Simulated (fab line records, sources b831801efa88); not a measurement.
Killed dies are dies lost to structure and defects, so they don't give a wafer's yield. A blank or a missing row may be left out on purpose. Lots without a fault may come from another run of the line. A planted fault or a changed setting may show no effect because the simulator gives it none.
A struck lot beside a sound one | flow sfq_line | 14 steps out of a route of 325
Sound: wafers L462.2, L462.3, L462.6. Struck: wafer L456.5. (L456.2, L456.6 of the same lot were not struck and are left out.) The cause comes at the end.
At each step with rows: each side's tool, then ch and its chambers, then its first start. Under that, the readings that differ: sound wafers | struck wafers | difference of the means | sigmas: that difference in standard deviations of wafers without a fault.
alike: readings whose means differ by less than 2 such deviations, and words and numbers that are the same on both sides. not compared: withheld readings, readings that some wafer has no value for, bounds like >300 that may hide the same value, and numbers for which the record gives no deviation and whose values overlap.
The two part at a step that has a row with sigmas, a row that says differs or no value, or rows on one side only. Numbers that don't overlap but have no deviation are shown without sigmas and don't part them. A reading that every wafer of one side lacks parts them only if that side has two wafers or more.

first, 2 steps without rows for these wafers: SFQ_TRILAYER_I6_VIA_STRIP_SOLV_CLEAN_174 (cleans in NMP, time 600 s); SFQ_TRILAYER_M7_DEP_PRE_CLEAN_176 (time 22.5 s).
SFQ_TRILAYER_M7_DEP_SPUTTER_175: material Nb, target thk 200 nm, time 133.3 s.
  sound on pvd_sputter-05, day 85 22:57; struck on pvd_sputter-04, day 82 05:26
  alike: chamber_pressure_pa, substrate_temp_c, throttle_valve_pct
SFQ_M7_RS_MEAS_943: measures by four-point-probe.
  sound on film_metro-02, day 85 23:04; struck on film_metro-04, day 82 05:33
  alike: M7_NB_RS
then, 4 steps without rows for these wafers: SFQ_TRILAYER_M7_LITHO_COAT_182 (resist thk 62 nm); SFQ_TRILAYER_M7_LITHO_COAT_177 (resist thk 600 nm); SFQ_TRILAYER_M7_LITHO_SOFTBAKE_181; SFQ_TRILAYER_M7_LITHO_EXPOSE_178 (exposes mask M7, target cd 500 nm).
SFQ_TRILAYER_M7_LITHO_PEB_180: peb time 62.28 s.
  sound on litho_track-02 ch 0, day 89 00:38; struck on litho_track-04 ch 0, day 82 08:53
  alike: plate_sensor_t_centre_C, plate_sensor_t_edge_C
then, 1 step without rows for these wafers: SFQ_TRILAYER_M7_LITHO_DEVELOP_179 (time 60 s).
SFQ_M7_OVL_MEAS_945:
  sound on overlay-02, day 89 00:55; struck on overlay-01, day 82 09:10
  alike: M7_OVL
SFQ_TRILAYER_M7_BARC_OPEN_METAL_ETCH_229: etches BARC in O2, target depth 125 nm, time 41.7 s.
  sound on rie_metal-01 ch 0,1, day 89 00:57; struck on rie_metal-03 ch 0, day 82 09:12
  reading                                             | sound             | struck | difference | sigmas
  rf_fwd_power_W (W)                                  | 589.2 591.8 596.8 | 695.6  | +103.0     | +38
  model.KrF_of_TRILAYER_M7_LITHO_COAT_177.thk_nm (nm) | 522.4 525.6 524   | 515.6  | -8.4       |
  alike: bias_w, drypump_motor_current_A, oes_product_au
  not compared: rf_hours_counter_h
SFQ_TRILAYER_M7_ETCH_METAL_ETCH_180: etches Nb in Cl2/Ar, stops on SiO2, target depth 240 nm, time 120 s.
  sound on rie_metal-01 ch 0,1, day 89 01:01; struck on rie_metal-03 ch 0, day 82 09:16
  reading                                             | sound             | struck | difference | sigmas
  model.KrF_of_TRILAYER_M7_LITHO_COAT_177.thk_nm (nm) | 380.5 384.2 382.4 | 372.3  | -10.1      |
  alike: bias_w, drypump_motor_current_A, oes_product_au, rf_fwd_power_W
  not compared: rf_hours_counter_h
SFQ_TRILAYER_M7_STRIP_STRIP_181: strips in O2.
  sound on rie_metal-01 ch 0,1, day 89 01:08; struck on rie_metal-03 ch 0, day 82 09:23
  alike: drypump_motor_current_A, oes_product_au
  not compared: rf_hours_counter_h

WHERE THEY PART
Only at SFQ_TRILAYER_M7_BARC_OPEN_METAL_ETCH_229, within this record. Later steps at which nothing parts them and some readings are alike: SFQ_TRILAYER_M7_ETCH_METAL_ETCH_180, SFQ_TRILAYER_M7_STRIP_STRIP_181.

WHY: what the simulator had put in
Process parameter drift: rie_metal-03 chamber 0, from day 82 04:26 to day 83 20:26, at SFQ_TRILAYER_M7_BARC_OPEN_METAL_ETCH_229. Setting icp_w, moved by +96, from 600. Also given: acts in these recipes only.
